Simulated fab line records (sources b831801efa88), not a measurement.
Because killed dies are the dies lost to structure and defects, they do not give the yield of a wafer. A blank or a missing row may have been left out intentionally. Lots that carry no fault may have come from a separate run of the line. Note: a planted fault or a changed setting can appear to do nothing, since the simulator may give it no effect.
Which of the tools did it? -- flow gf180mcu -- 13 lots with 39 wafers sampled at 4 steps, on a route of 602 steps

## WHAT THE GAUGES SHOWED, per wafer
GF_STI_THK_MEAS_02.
lot,measured,on,STI_OXIDATION_THK (nm)
L494,day 1 12:52,film metro-01,10.21 10.24 10.24
L495,day 1 16:31,film metro-01,10.42 10.40 10.43
L496,day 1 21:31,film metro-03,10.11 10.01 9.92
L497,day 2 02:41,film metro-03,10.20 10.03 10.10
L499,day 2 13:41,film metro-03,9.78 9.92 9.95
L501,day 2 23:29,film metro-03,10.14 10.03 9.92
L502,day 3 03:45,film metro-01,9.96 9.95 9.96
L503,day 3 08:57,film metro-02,9.82 10.05 9.95
L505,day 3 18:31,film metro-02,9.84 9.69 9.82
L506,day 3 23:31,film metro-03,9.89 9.81 9.82
L513,day 5 10:31,film metro-03,10.33 10.30 10.06
L516,day 6 02:58,film metro-02,10.05 9.90 9.88
L517,day 6 06:31,film metro-01,10.14 10.26 10.28

GF_STI_THK_MEAS_22.
lot,measured,on,STI_OXIDATION_01_THK (nm)
L494,day 2 05:16,film metro-01,14.9 15.0 15.1
L495,day 2 10:06,film metro-02,14.3 14.3 14.5
L496,day 2 15:22,film metro-03,15.2 15.1 15.0
L497,day 2 19:11,film metro-03,15.3 15.0 15.1
L499,day 3 05:49,film metro-03,14.8 15.1 15.1
L501,day 3 16:22,film metro-01,14.8 14.6 14.8
L502,day 3 21:05,film metro-01,14.7 14.7 14.8
L503,day 4 01:34,film metro-01,15.3 15.0 15.2
L505,day 4 11:53,film metro-03,14.8 14.9 14.7
L506,day 4 16:43,film metro-03,15.4 15.2 15.3
L513,day 6 05:30,film metro-01,14.6 14.3 14.5
L516,day 7 00:12,film metro-02,15.2 15.5 15.7
L517,day 7 02:47,film metro-01,15.0 15.2 15.3

GF_LVPWELL_TW_MEAS_11.
lot,measured,on,LVPWELL_TW
L494,day 3 23:08,film metro-03,559 561 563
L495,day 4 05:54,film metro-03,564 560 565
L496,day 4 12:19,film metro-02,569 566 567
L497,day 4 14:05,film metro-04,550 552 549
L499,day 5 02:00,film metro-04,551 549 551
L501,day 5 12:59,film metro-02,566 568 566
L502,day 5 18:36,film metro-04,549 550 551
L503,day 5 23:19,film metro-04,549 548 545
L505,day 6 11:17,film metro-02,570 571 567
L506,day 6 15:27,film metro-02,570 571 571
L513,day 8 08:11,film metro-02,568 566 568
L516,day 9 08:41,film metro-04,555 548 551
L517,day 9 09:06,film metro-02,568 568 570

## WHAT TOOL EACH LOT RAN ON (gives the tool, then ch and the chambers of the sampled wafers, and finally the start)
lot,GF_LVPWELL_EXPOSE_04
L494,"iline stepper-01 ch 0, day 3 16:31"
L495,"iline stepper-02 ch 0, day 3 22:42"
L496,"iline stepper-01 ch 0, day 4 02:47"
L497,"iline stepper-02 ch 0, day 4 06:50"
L499,"iline stepper-02 ch 0, day 4 18:40"
L501,"iline stepper-01 ch 0, day 5 05:45"
L502,"iline stepper-01 ch 0, day 5 10:45"
L503,"iline stepper-01 ch 0, day 5 15:37"
L505,"iline stepper-01 ch 0, day 6 03:29"
L506,"iline stepper-01 ch 0, day 6 07:55"
L513,"iline stepper-02 ch 0, day 7 23:32"
L516,"iline stepper-02 ch 0, day 8 23:17"
L517,"iline stepper-01 ch 0, day 9 00:02"
- GF_LVPWELL_EXPOSE_04: exposes mask LVPWELL, target cd 600 nm.

## AS READ BY THE TOOLS THEMSELVES (means over the sampled wafers that have a number; for cases with no such wafer, the mark the record gives instead)
The record holds no such reading with a usual standard deviation.

## THE ANSWER, worked out from the rows above alone
Rule: the lots themselves supply what counts as usual. The widest of any qualifying gaps counts: lots, ordered by their means at a reading, are off when they make up no more than a third of the lots, leave a main group of 4 or more, and stand apart from it by 3 or more times the standard deviation of that group's means. Not used: any main group whose means are identical at the precision the tables above print for the reading. A lot without any number at a reading at which 4 lots or more have one is off too. All remaining lots with rows at the step are treated as sound. Order of review: gauges by route order, followed by the tools' own readings, for which a lot's mean as printed above is used. At the first step where some lot is off, the reading lying furthest off is the one used; lots without a number count as furthest.
No lot is off on any of the readings shown, so nothing can be concluded from this.

## WHAT WAS PUT IN BY THE SIMULATOR
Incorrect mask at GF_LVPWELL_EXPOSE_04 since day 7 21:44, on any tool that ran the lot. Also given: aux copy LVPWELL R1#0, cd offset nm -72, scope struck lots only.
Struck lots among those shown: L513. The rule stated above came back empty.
